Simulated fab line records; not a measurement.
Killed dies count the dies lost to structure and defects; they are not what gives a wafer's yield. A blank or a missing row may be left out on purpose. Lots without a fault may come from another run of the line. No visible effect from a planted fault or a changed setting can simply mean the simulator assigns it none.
Matching of chambers | flow sky130 | SKY_VIA3_CMP_24 on cmp-01: 4 sister chambers
The step polishes, stops on SiO2, t overpolish 20 s, target thk 0 nm. 4 wafers are shown with their chamber, then 10 later ones without.

== WAFERS PAIRED WITH THEIR CHAMBERS ==
wafer  | chamber | motor_current_A (A)
L090.2 | 2       | 12.2
L090.3 | 3       | 10.8
L091.2 | 0       | 10.8
L091.3 | 1       | 12.6

== WAFERS WITHOUT THEIR CHAMBER ==
wafer  | motor_current_A (A)
L091.5 | 12.9
L093.1 | 10.7
L093.3 | 10.2
L093.6 | 12.8
L094.3 | 11.5
L094.4 | 12.7
L094.6 | 10.8
L095.2 | 10.2
L095.3 | 12.6
L095.5 | 12.5

== CHAMBER TAKEN BY EACH ==
wafer  | from the rows above               | in truth
L091.5 | can't be placed: 1 or 2           | 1
L093.1 | can't be placed: 0 or 3           | 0
L093.3 | can't be placed: 0 or 3           | 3
L093.6 | can't be placed: 1 or 2           | 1
L094.3 | can't be placed: 0 or 2 or 3 or 1 | 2
L094.4 | can't be placed: 1 or 2           | 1
L094.6 | can't be placed: 0 or 3           | 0
L095.2 | can't be placed: 0 or 3           | 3
L095.3 | can't be placed: 1 or 2           | 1
L095.5 | can't be placed: 1 or 2           | 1
Placed correctly: 0 of 10. These rows do not allow placing 10 (true chamber among the candidates in 10). Number placed wrongly: 0.
How it was worked out, from the rows above alone: a wafer's distance from a chamber is the root of the sum, over the readings, of the square of ((its reading less the chamber's mean) divided by the reading's scatter). If the next closest chamber is less than 2 further off than the closest, the wafer can't be placed; otherwise it belongs to the closest. For every chamber, the mean is computed from those of its wafers that are shown. The scatter (one wafer shown for each chamber): square how far every hidden wafer sits from the nearest shown wafer, average those squares and take the square root.
